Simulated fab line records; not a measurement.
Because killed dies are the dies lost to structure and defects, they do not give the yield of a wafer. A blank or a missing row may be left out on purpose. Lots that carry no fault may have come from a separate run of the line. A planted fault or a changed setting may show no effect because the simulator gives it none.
Chamber matching -- flow sfq line -- SFQ_TRILAYER_I6_VIA_BARC_OPEN_VIA_ETCH_235 on rie diel-04: 4 sister chambers
The step etches BARC in O2, target depth 125 nm, time 41.7 s. 8 wafers are shown with their chamber, then 8 later ones without.

## EACH WAFER AND ITS CHAMBER
wafer,chamber,drypump motor current A (A),rf fwd power W (W)
L884.4,2,4.9,495.7
L884.5,0,5.0,494.9
L887.2,3,6.3,490.3
L887.6,2,4.9,495.8
L891.1,0,4.9,497.2
L891.2,3,6.3,493.1
L891.4,1,5.6,494.6
L892.4,1,5.6,496.0

## WAFERS WITHOUT THEIR CHAMBER
wafer,drypump motor current A (A),rf fwd power W (W)
L892.5,5.6,497.1
L892.6,5.0,496.5
L900.1,6.3,490.7
L900.2,4.9,495.6
L900.6,4.9,498.2
L902.2,4.9,494.7
L902.4,5.6,495.3
L902.6,4.9,495.2

## CHAMBER TAKEN BY EACH
wafer,from the rows above,in truth
L892.5,1,1
L892.6,can't be placed: 0 or 2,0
L900.1,3,3
L900.2,can't be placed: 2 or 0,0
L900.6,can't be placed: 2 or 0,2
L902.2,can't be placed: 2 or 0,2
L902.4,1,1
L902.6,can't be placed: 2 or 0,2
Correctly placed: 3 of 8. Not placeable from these rows: 5 (in 5, the candidates include the true chamber). Wrongly placed: 0.
How it was worked out, from the rows above alone: a wafer's distance from a chamber is the root of the sum, over the readings, of the square of ((its reading less the chamber's mean) divided by the reading's scatter). If the next closest chamber is less than 2 further off than the closest, the wafer can't be placed; otherwise it belongs to the closest. The mean given for a chamber averages the wafers shown for that chamber. The scatter is the square root of a quotient: the sum, over the shown wafers, of each reading's squared deviation from its chamber's mean, divided by wafers minus chambers.
